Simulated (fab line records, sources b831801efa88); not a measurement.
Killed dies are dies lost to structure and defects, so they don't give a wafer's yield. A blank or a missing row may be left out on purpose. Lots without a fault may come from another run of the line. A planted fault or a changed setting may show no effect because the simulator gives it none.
fab line records | flow gf180mcu
record lots=15 wafers=45 last_day=34
route steps=602 shown CONTACT@302 M1@326
lots that met no fault: from a run of the same line without faults
start_h: hours from the record's first day to the start of the lot's first wafer shown | wait_h: hours since the lot's step before | " the same as in the row above | L1.1+2: a row that stands for several wafers | - no value, or no start given | * or withheld: withheld | < > ~ a bound
route shown NAME@n: a module of which the file shows steps, and the number in the route of the first | usual: mean/standard deviation of fault-free wafers | same: alike in all rows | chamber/n: place in a boat | sites: the reading at each site | _std_site: their standard deviation | _edge_site: outer sites' mean less inner sites' | radius_mm: how far each site lies from the wafer's centre | mask NAME#n: copy n | behind: the tool/chamber that last shaped the wafer | hold: why the lot was held/for how many hours/how that ended | device: the transistor (n, p or np) that didn't switch | end of line: the same wafers' tests at the end of the route | a step without rows: its recipe alone | killed: dies lost to structure and defects at the first sort, not the wafer's yield | map: a wafer's dies, x killed, . not, _ none there
set.NAME: the setting as run; set.NAME@STEP: as run at that earlier step | model.NAME: the simulator's own value behind a step, which no gauge read
steps of the route over a sample of lots; a table a step, a row a wafer
services: from which hour (start_h, from the record's first day; less than 0 if before it) a tool's chamber was out of use, for how many hours, and why
## steps
# step GF_CONTACT_OVL_MEAS_15
# usual CONTACT_OVL=1/5.3
# columns lot.wafer tool chamber start_h wait_h CONTACT_OVL[nm]
L898.1 overlay-01 - 362.09 0.1 -9
L898.3 " - " " -8
L898.4 " - " " -1
L899.1 overlay-01 - 365.94 0.1 13
L899.5 " - " " 1
L899.6 " - " " 7
L900.1 overlay-02 - 375.33 0.1 1
L900.4 " - " " -4
L900.6 " - " " 2
L904.1 overlay-02 - 422.29 0.1 1
L904.4 " - " " -5
L904.5 " - " " 5
L903.2 overlay-01 - 423.40 0.1 0
L903.4 " - " " -6
L903.5 " - " " 2
L907.1 overlay-02 - 446.84 0.1 3
L907.5 " - " " -3
L907.6 " - " " -4
L909.2 overlay-02 - 467.00 0.1 -2
L909.4 " - " " -1
L909.6 " - " " 4
L910.3 overlay-01 - 468.95 0.1 4
L910.5 " - " " 2
L910.6 " - " " 0
L911.1 overlay-01 - 483.14 0.1 4
L911.3 " - " " -3
L911.6 " - " " 4
L912.1 overlay-02 - 484.69 0.1 6
L912.2 " - " " -1
L912.6 " - " " 4
L913.1 overlay-02 - 496.14 0.1 4
L913.4 " - " " -8
L913.6 " - " " -4
L914.1 overlay-02 - 503.54 0.1 8
L914.4 " - " " -7
L914.6 " - " " 2
L915.1 overlay-01 - 506.74 0.1 2
L915.2 " - " " 4
L915.3 " - " " 4
L916.1 overlay-01 - 515.38 0.1 7
L916.5 " - " " -1
L916.6 " - " " 8
L921.1 overlay-01 - 559.53 0.1 8
L921.2 " - " " 6
L921.5 " - " " 7
# step GF_CONTACT_ETCH_17
# recipe chemistry=C4F8/O2/Ar mask_material=KrF target=SiO2 stop_on=CoSi2 source_w=1500 bias_w=1200 pressure_mtorr=40 c4f8_flow_sccm=withheld O2_flow_sccm=6 Ar_flow_sccm=300 time_s=withheld target_depth_a=8600
# usual oes_product_au=0.814/0.0044
# columns lot.wafer tool chamber start_h wait_h oes_product_au
L898.1 rie_diel-02 1 - - 0.817
L898.3 " 3 " " 0.816
L898.4 " 2 " " 0.814
L899.1 rie_diel-03 2 - - 0.819
L899.5 " 0 " " 0.822
L899.6 " 3 " " 0.815
L900.1 rie_diel-03 2 - - 0.816
L900.4 " 0 " " 0.808
L900.6 " 2 " " 0.810
L904.1 rie_diel-01 1 - - 0.812
L904.4 " 3 " " 0.808
L904.5 " 2 " " 0.819
L903.2 rie_diel-03 2 - - 0.812
L903.4 " 0 " " 0.816
L903.5 " 0 " " 0.823
L907.1 rie_diel-02 1 - - 0.812
L907.5 " 0 " " 0.811
L907.6 " 3 " " 0.818
L909.2 rie_diel-03 1 - - 0.814
L909.4 " 3 " " 0.817
L909.6 " 1 " " 0.813
L910.3 rie_diel-01 1 - - 0.816
L910.5 " 0 " " 0.820
L910.6 " 1 " " 0.814
L911.1 rie_diel-01 3 - - 0.816
L911.3 " 0 " " 0.817
L911.6 " 2 " " 0.811
L912.1 rie_diel-01 0 - - 0.824
L912.2 " 2 " " 0.814
L912.6 " 0 " " 0.811
L913.1 rie_diel-01 0 - - 0.813
L913.4 " 3 " " 0.815
L913.6 " 1 " " 0.815
L914.1 rie_diel-02 0 - - 0.816
L914.4 " 1 " " 0.822
L914.6 " 3 " " 0.817
L915.1 rie_diel-01 2 - - 0.810
L915.2 " 1 " " 0.818
L915.3 " 3 " " 0.803
L916.1 rie_diel-02 3 - - 0.815
L916.5 " 1 " " 0.821
L916.6 " 2 " " 0.813
L921.1 rie_diel-03 0 - - 0.825
L921.2 " 3 " " 0.807
L921.5 " 0 " " 0.814
# step GF_M1_EXPOSE_11
# recipe mask_id=Metal1 target_cd_nm=230 na=0.68 source_shape=conventional sigma_outer=0.6 dose_mj=28
# usual exposure_dose_mJ_cm2=28.13/0.097 focus_offset_nm=0.0/0.57 sigma_outer=0.6/0
# columns lot.wafer tool chamber start_h wait_h mask exposure_dose_mJ_cm2 focus_offset_nm sigma_outer
L898.1 krf_scanner-02 0 375.37 - Metal1#0 28.20 0.9 0.6
L898.3 " 0 " " Metal1#0 28.23 -0.1 0.6
L898.4 " 0 " " Metal1#0 28.17 -0.9 0.6
L899.1 krf_scanner-01 0 378.70 - Metal1#0 27.95 0.5 0.6
L899.5 " 0 " " Metal1#0 28.01 -0.6 0.6
L899.6 " 0 " " Metal1#0 28.01 0.3 0.6
L900.1 krf_scanner-02 0 388.02 - Metal1#0 28.23 -0.3 0.6
L900.4 " 0 " " Metal1#0 28.22 -0.3 0.6
L900.6 " 0 " " Metal1#0 28.22 -0.9 0.6
L904.1 krf_scanner-02 0 436.22 - Metal1#0 28.17 -0.4 0.6
L904.4 " 0 " " Metal1#0 28.21 0.5 0.6
L904.5 " 0 " " Metal1#0 28.22 0.2 0.6
L903.2 krf_scanner-02 0 436.74 - Metal1#0 28.23 0.3 0.6
L903.4 " 0 " " Metal1#0 28.23 0.9 0.6
L903.5 " 0 " " Metal1#0 28.18 0.3 0.6
L907.1 krf_scanner-01 0 460.27 - Metal1#0 27.99 1.0 0.6
L907.5 " 0 " " Metal1#0 28.03 -0.4 0.6
L907.6 " 0 " " Metal1#0 28.02 0.1 0.6
L909.2 krf_scanner-01 0 481.27 - Metal1#0 28.06 -0.4 0.6
L909.4 " 0 " " Metal1#0 28.05 -0.4 0.6
L909.6 " 0 " " Metal1#0 28.04 -0.4 0.6
L910.3 krf_scanner-02 0 482.84 - Metal1#0 28.24 0.9 0.6
L910.5 " 0 " " Metal1#0 28.25 0.6 0.6
L910.6 " 0 " " Metal1#0 28.22 0.3 0.6
L911.1 krf_scanner-02 0 496.24 - Metal1#0 28.20 0.1 0.6
L911.3 " 0 " " Metal1#0 28.13 0.1 0.6
L911.6 " 0 " " Metal1#0 28.16 -0.3 0.6
L912.1 krf_scanner-02 0 498.09 - Metal1#0 28.20 -0.5 0.6
L912.2 " 0 " " Metal1#0 28.20 0.3 0.6
L912.6 " 0 " " Metal1#0 28.20 0.5 0.6
L913.1 krf_scanner-01 - 509.70 - Metal1#0 - - -
L913.4 " - " " Metal1#0 - - -
L913.6 " - " " Metal1#0 - - -
L914.1 krf_scanner-02 - 516.45 - Metal1#0 - - -
L914.4 " - " " Metal1#0 - - -
L914.6 " - " " Metal1#0 - - -
L915.1 krf_scanner-02 - 519.78 - Metal1#0 - - -
L915.2 " - " " Metal1#0 - - -
L915.3 " - " " Metal1#0 - - -
L916.1 krf_scanner-02 0 528.62 - Metal1#0 28.13 -0.6 0.6
L916.5 " 0 " " Metal1#0 28.18 -0.4 0.6
L916.6 " 0 " " Metal1#0 28.13 -0.1 0.6
L921.1 krf_scanner-02 0 572.36 - Metal1#0 28.19 -0.1 0.6
L921.2 " 0 " " Metal1#0 28.22 -0.3 0.6
L921.5 " 0 " " Metal1#0 28.22 0.1 0.6
# step GF_M1_METAL_ETCH_16
# recipe chemistry=Cl2/BCl3 mask_material=KrF target_depth_nm=627.5 stop_on=SiO2 pressure_mtorr=8 icp_w=800 bias_w=140 Cl2_flow_sccm=80 bcl3_flow_sccm=40 time_s=104.6
# usual bcl3_flow_sccm=40.02/0.11 drypump_motor_current_A=5.6/0.41 oes_product_au=0.971/0.0066 throttle_valve_pct=28.251/0.011
# columns lot.wafer tool chamber start_h wait_h bcl3_flow_sccm drypump_motor_current_A oes_product_au rf_hours_counter_h throttle_valve_pct
L898.1 rie_metal-02 1 386.95 0.0 40.02 6.2 0.963 7 28.254
L898.3 " 0 " " 40.20 5.1 0.967 - 28.254
L898.4 " 1 " " 39.95 6.3 0.973 - 28.251
L899.1 rie_metal-02 0 389.43 0.0 39.94 5.2 0.968 0 28.250
L899.5 " 0 " " 39.98 5.2 0.965 - 28.256
L899.6 " 1 " " 39.98 6.3 0.974 - 28.254
L900.1 rie_metal-03 0 399.38 0.0 39.78 5.5 0.975 9 28.241
L900.4 " 1 " " 40.18 6.1 0.986 - 28.246
L900.6 " 0 " " 39.73 5.5 0.978 - 28.253
L904.1 rie_metal-01 0 448.25 0.0 39.95 5.4 0.963 8 28.270
L904.4 " 1 " " 40.19 5.3 0.970 - 28.255
L904.5 " 1 " " 40.07 5.3 0.964 - 28.268
L903.2 rie_metal-02 0 448.60 0.0 40.14 5.1 0.982 1 28.238
L903.4 " 1 " " 39.88 6.2 0.979 - 28.242
L903.5 " 1 " " 39.97 6.3 0.980 - 28.252
L907.1 rie_metal-03 0 471.98 0.0 39.92 5.5 0.971 10 28.238
L907.5 " 1 " " 40.05 6.1 0.973 - 28.237
L907.6 " 0 " " 39.99 5.5 0.973 - 28.243
L909.2 rie_metal-01 0 492.98 0.0 40.03 5.4 0.971 9 28.254
L909.4 " 0 " " 39.91 5.4 0.973 - 28.252
L909.6 " 1 " " 39.88 5.3 0.968 - 28.238
L910.3 rie_metal-03 0 494.28 0.1 40.28 5.5 0.965 - 28.253
L910.5 " 0 " " 40.09 5.5 0.973 - 28.254
L910.6 " 1 " " 40.18 6.1 0.959 - 28.260
L911.1 rie_metal-01 0 508.03 0.0 40.03 5.4 0.968 9 28.261
L911.3 " 1 " " 40.12 5.3 0.969 - 28.265
L911.6 " 0 " " 39.84 5.4 0.974 - 28.255
L912.1 rie_metal-02 1 509.75 0.0 40.09 6.2 0.973 10 28.274
L912.2 " 0 " " 40.02 5.2 0.956 2 28.246
L912.6 " 0 " " 40.10 5.2 0.960 - 28.263
L913.1 rie_metal-02 1 521.33 0.0 39.94 6.2 0.960 10 28.241
L913.4 " 0 " " 40.04 5.2 0.969 - 28.253
L913.6 " 0 " " 40.06 5.2 0.956 - 28.268
L914.1 rie_metal-02 1 527.90 0.0 40.09 6.2 0.980 10 28.252
L914.4 " 0 " " 40.04 5.1 0.970 - 28.244
L914.6 " 0 " " 39.97 5.1 0.974 - 28.242
L915.1 rie_metal-03 1 531.38 0.0 39.92 6.1 0.968 5 28.250
L915.2 " 1 " " 40.05 6.1 0.961 - 28.257
L915.3 " 1 " " 40.15 6.1 0.974 - 28.264
L916.1 rie_metal-02 0 539.83 0.0 39.98 5.2 0.967 3 28.238
L916.5 " 1 " " 40.00 6.2 0.975 - 28.242
L916.6 " 0 " " 40.02 5.2 0.970 - 28.250
L921.1 rie_metal-03 0 582.83 0.0 39.94 5.5 0.980 1 28.242
L921.2 " 1 " " 39.96 6.1 0.976 6 28.249
L921.5 " 0 " " 40.13 5.5 0.972 - 28.250
## services
# columns tool chamber start_h hours kind
rie_diel-01 3 346.27 7.2 repair
rie_metal-03 0 367.20 4.6 repair
krf_scanner-02 - 371.16 1.3 pm
krf_scanner-02 - 378.04 0.8 pm
rie_metal-03 - 395.03 0.5 repair
krf_scanner-02 - 395.54 1.0 pm
rie_metal-03 0 412.55 2.4 repair
rie_metal-02 0 417.59 1.4 repair
krf_scanner-02 - 424.91 10.3 repair
rie_metal-02 - 426.59 2.8 pm
rie_diel-03 2 437.11 21.1 repair
rie_diel-03 0 456.78 13.0 repair
krf_scanner-02 - 478.02 4.4 pm
rie_metal-02 0 484.59 4.1 repair
rie_diel-03 3 489.87 1.6 repair
rie_metal-03 - 505.44 0.5 repair
rie_diel-03 2 507.41 8.6 repair
krf_scanner-02 - 513.06 1.4 repair
rie_metal-02 0 543.60 26.4 repair
krf_scanner-02 - 546.91 0.8 pm
krf_scanner-02 - 547.66 1.3 pm
krf_scanner-02 - 564.54 1.0 pm
rie_diel-01 - 568.75 0.9 repair
rie_diel-01 1 581.69 7.1 repair
## key
first_sign step=GF_M1_EXPOSE_11 reading=tool_record direction=missing
effect none on later readings
met_at GF_M1_EXPOSE_11
struck_lots L913,L914,L915
later_rows_left_out L913.1,L913.4,L913.6,L914.1,L914.4,L914.6,L915.1,L915.2,L915.3
sort_left_out L913.1,L913.4,L913.6,L914.1,L914.4,L914.6,L915.1,L915.2,L915.3
not_acting_at GF_CONTACT_OVL_MEAS_15,GF_CONTACT_ETCH_17,GF_M1_METAL_ETCH_16
onset_between 498.09 509.70
fault kind=skipped_step_whole tool=krf_scanner-01,krf_scanner-02 chamber=- onset_h=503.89 steps=GF_M1_EXPOSE_11 scope=struck_lots_only
# sort_left_out: the simulated sort isn't trusted on such a fault, so these wafers' sort isn't shown, and their yield isn't known
# later_rows_left_out: the simulator's readings of these wafers behind a module that went badly wrong aren't trusted and aren't shown, but for the sort
